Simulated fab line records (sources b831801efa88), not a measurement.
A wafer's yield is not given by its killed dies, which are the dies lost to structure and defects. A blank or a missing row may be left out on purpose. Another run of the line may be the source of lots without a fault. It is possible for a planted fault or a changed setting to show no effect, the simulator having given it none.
A struck lot beside a sound one -- flow sfq_line -- 32 steps out of a route of 325
Sound: wafers L694.1, L694.2, L694.6. Struck: wafer L702.6. (L702.3 of the same lot was not struck and is left out.) The cause comes at the end.
For every step that has rows: the tool of each side, followed by ch and its chambers, followed by its first start. Under that, the readings that differ: sound wafers -- struck wafers -- difference of the means -- sigmas: that difference in standard deviations of wafers without a fault.
alike: a reading whose means differ by less than 2 such deviations, as well as words and numbers matching on both sides. not compared: withheld readings; readings where some wafer has no value; bounds like >300 that might hide an equal value; numbers whose values overlap and for which the record gives no deviation.
The two part at a step that has a row with sigmas, a row that says differs or no value, or rows on one side only. When numbers do not overlap yet have no deviation, they are printed without sigmas and do not part them. A reading missing from all wafers of one side parts the sides only when that side holds two or more wafers.

SFQ_INCOMING_BOW_MEAS_900:
  sound: film_metro-02 at day 4 03:00; struck: film_metro-01 at day 5 19:02
  alike: INCOMING_BOW
then, 1 step without rows for these wafers: SFQ_TRILAYER_INCOMING_OXIDATION_002 (target thk 500 nm, ox time 4939 s).
SFQ_TRILAYER_L0_DEP_SPUTTER_003: material MoNx KI, target thk 40 nm, time 100 s.
  sound: pvd_sputter-06 at day 4 05:29; struck: pvd_sputter-06 at day 5 21:29
reading,sound,struck,difference,sigmas
model.MoNx_KI_of_TRILAYER_L0_DEP_SPUTTER_003.thk_nm (nm),39.58 39.41 39.26,26.83,-12.59,
  alike: throttle_valve_pct
SFQ_L0_RS_MEAS_901: the measuring method here is four-point-probe.
  sound: film_metro-01 at day 4 05:34; struck: film_metro-04 at day 5 21:36
reading,sound,struck,difference,sigmas
L0_MONX_KI_RS (ohm/sq),43.8 44.1 44.3,64.9,+20.8,+40
SFQ_L0_THK_MEAS_902: measures by xrf.
  sound: film_metro-01 at day 4 05:41; struck: film_metro-04 at day 5 21:42
reading,sound,struck,difference,sigmas
L0_MONX_KI_THK (nm),39.0 38.4 38.0,25.8,-12.7,-24
then, 6 steps without rows for these wafers: SFQ_TRILAYER_L0_LITHO_COAT_010 (resist thk 62 nm); SFQ_TRILAYER_L0_LITHO_COAT_005 (resist thk 600 nm); SFQ_TRILAYER_L0_LITHO_SOFTBAKE_009; SFQ_TRILAYER_L0_LITHO_EXPOSE_006 (exposes mask L0, target cd 2000 nm); SFQ_TRILAYER_L0_LITHO_PEB_008 (peb time 60 s); SFQ_TRILAYER_L0_LITHO_DEVELOP_007 (time 60 s).
SFQ_TRILAYER_L0_BARC_OPEN_METAL_ETCH_010: etches BARC in O2, target depth 125 nm, time 41.7 s.
  sound on rie_metal-01 ch 0,1, day 4 20:50; struck on rie_metal-02 ch 1, day 6 19:43
  alike: drypump_motor_current_A, oes_product_au
  not compared: rf_hours_counter_h
SFQ_TRILAYER_L0_ETCH_METAL_ETCH_008: etches MoNx KI in SF6/O2, stops on SiO2, target depth 50 nm, time 25 s.
  sound on rie_metal-01 ch 0,1, day 4 20:54; struck on rie_metal-02 ch 1, day 6 19:46
reading,sound,struck,difference,sigmas
oes_product_au (a.u.),0.865 0.864 0.866,0.716,-0.149,-19
  alike: drypump_motor_current_A
  not compared: rf_hours_counter_h
then, 2 steps without rows for these wafers: SFQ_TRILAYER_L0_STRIP_STRIP_009 (strips in O2); SFQ_TRILAYER_L0_STRIP_SOLV_CLEAN_010 (cleans in NMP, time 600 s).
SFQ_TRILAYER_L0_CAP_PECVD_011: deposits SiO2 from SiH4/N2O, time 13.333 s, target thk 60 nm.
  sound on pecvd-02 ch 1,2, day 4 21:43; struck on pecvd-02 ch 0, day 6 20:34
  alike: heater_power_w, throttle_valve_pct
then, 6 steps without rows for these wafers: SFQ_TRILAYER_L0_VIA_LITHO_COAT_018 (resist thk 62 nm); SFQ_TRILAYER_L0_VIA_LITHO_COAT_013 (resist thk 650 nm); SFQ_TRILAYER_L0_VIA_LITHO_SOFTBAKE_017; SFQ_TRILAYER_L0_VIA_LITHO_EXPOSE_014 (exposes mask L0V, target cd 700 nm); SFQ_TRILAYER_L0_VIA_LITHO_PEB_016 (peb time 60 s); SFQ_TRILAYER_L0_VIA_LITHO_DEVELOP_015 (time 60 s).
-- the record jumps here: 5 days lie between the struck wafers' starts before and after --
SFQ_L0V_OVL_MEAS_903:
  sound: overlay-02 at day 9 19:37; struck: overlay-01 at day 11 17:59
  alike: L0V_OVL
then, 1 step without rows for these wafers: SFQ_TRILAYER_L0_VIA_BARC_OPEN_VIA_ETCH_021 (etches BARC in O2, target depth 125 nm, time 41.7 s).
SFQ_TRILAYER_L0_VIA_ETCH_VIA_ETCH_016: etches SiO2 in CHF3, stops on MoNx KI, target depth 80 nm.
  sound on rie_diel-04 ch 0,2, day 9 19:41; struck on rie_diel-02 ch 0, day 11 18:03
  alike: drypump_motor_current_A, oes_product_au
SFQ_TRILAYER_L0_VIA_STRIP_STRIP_017: strips in O2.
  sound on rie_metal-04 ch 0,1, day 9 19:44; struck on rie_metal-03 ch 1, day 11 18:29
  alike: drypump_motor_current_A, oes_product_au
  not compared: rf_hours_counter_h
then, 2 steps without rows for these wafers: SFQ_TRILAYER_L0_VIA_STRIP_SOLV_CLEAN_018 (cleans in NMP, time 600 s); SFQ_TRILAYER_M0_DEP_PRE_CLEAN_020 (time 15 s).
SFQ_TRILAYER_M0_DEP_SPUTTER_019: material Nb, target thk 200 nm, time 133.3 s.
  sound: pvd_sputter-03 at day 9 20:32; struck: pvd_sputter-06 at day 11 19:29
reading,sound,struck,difference,sigmas
throttle_valve_pct (%),30.8 32.2 29.9,28.9,-2.1,-2
  alike: resputter_cathode_voltage_v
SFQ_M0_RS_MEAS_904: the measuring method here is four-point-probe.
  sound: film_metro-03 at day 9 20:38; struck: film_metro-03 at day 11 19:37
reading,sound,struck,difference,sigmas
M0_NB_RS (ohm/sq),0.875 0.874 0.875,0.905,+0.030,+3
then, 1 step without rows for these wafers: SFQ_TRILAYER_M0_LITHO_COAT_026 (resist thk 62 nm).
-- the record jumps here: 71 days lie between the struck wafers' starts before and after --
SFQ_M8_BOW_MEAS_951:
  sound: film_metro-04 at day 80 09:31; struck: film_metro-04 at day 82 13:23
reading,sound,struck,difference,sigmas
model.etest.l0.ohm_sq,43.98 44.17 44.34,64.88,+20.72,
model.etest.l0v.link_ohm,44.88 45.07 45.24,65.82,+20.76,
model.etest.l0.ohm_um,21.98 22.09 22.18,32.44,+10.36,
  alike: M8_BOW

WHERE THEY PART
First at SFQ_L0_RS_MEAS_901; last, within this record, at SFQ_M0_RS_MEAS_904. Later steps at which nothing parts them and some readings are alike: SFQ_M8_BOW_MEAS_951.

WHY: the cause the simulator had injected
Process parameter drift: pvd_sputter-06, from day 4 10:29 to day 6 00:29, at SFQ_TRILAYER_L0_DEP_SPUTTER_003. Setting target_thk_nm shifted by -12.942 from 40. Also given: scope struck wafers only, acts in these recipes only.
